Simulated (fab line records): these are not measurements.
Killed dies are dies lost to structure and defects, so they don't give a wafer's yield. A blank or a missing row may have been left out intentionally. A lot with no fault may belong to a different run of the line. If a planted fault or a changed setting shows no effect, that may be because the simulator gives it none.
Chamber matching    flow sky130    4 sister chambers for SKY_SPACER_ETCHBACK_02 on rieDiel-03
The step etches Si3N4 in CH3F/O2, stops on SiO2, time 46.7 s, target depth 45 nm. 8 wafers are shown with their chamber, then 10 later ones without.

== WAFERS, EACH WITH ITS CHAMBER ==
wafer   chamber  drypumpMotorCurrentA (A)  oesProductAu (a.u.)
L079.6  1        5.6                       0.856
L082.4  2        5.7                       0.855
L084.4  2        5.7                       0.857
L085.3  3        6.0                       0.851
L085.4  0        5.0                       0.850
L085.5  3        6.0                       0.850
L087.2  1        5.6                       0.854
L087.3  0        4.9                       0.851

== WAFERS WHOSE CHAMBER IS MISSING ==
wafer   drypumpMotorCurrentA (A)  oesProductAu (a.u.)
L087.6  6.0                       0.851
L089.1  5.8                       0.857
L089.2  6.1                       0.857
L089.3  5.0                       0.856
L089.4  6.1                       0.857
L089.5  5.8                       0.854
L089.6  4.9                       0.858
L091.2  5.0                       0.856
L091.4  5.8                       0.861
L091.5  5.8                       0.862

== WHICH CHAMBER EACH ONE RAN IN ==
wafer   from the rows above  in truth
L087.6  3                    3
L089.1  2                    2
L089.2  3                    3
L089.3  0                    0
L089.4  3                    3
L089.5  2                    2
L089.6  0                    0
L091.2  0                    0
L091.4  2                    2
L091.5  2                    2
Correct placement for 10 of the 10. Left unplaced by these rows: 0. Number placed wrongly: 0.
How it was worked out, from the rows above alone: a wafer's distance from a chamber is the root of the sum, over the readings, of the square of ((its reading less the chamber's mean) divided by the reading's scatter). If the next closest chamber is less than 2 further off than the closest, the wafer can't be placed; otherwise it belongs to the closest. The mean given for a chamber averages the wafers shown for that chamber. The scatter: the root of (the sum of the squares of (reading less its chamber's mean) over the shown wafers, divided by (wafers less chambers)).
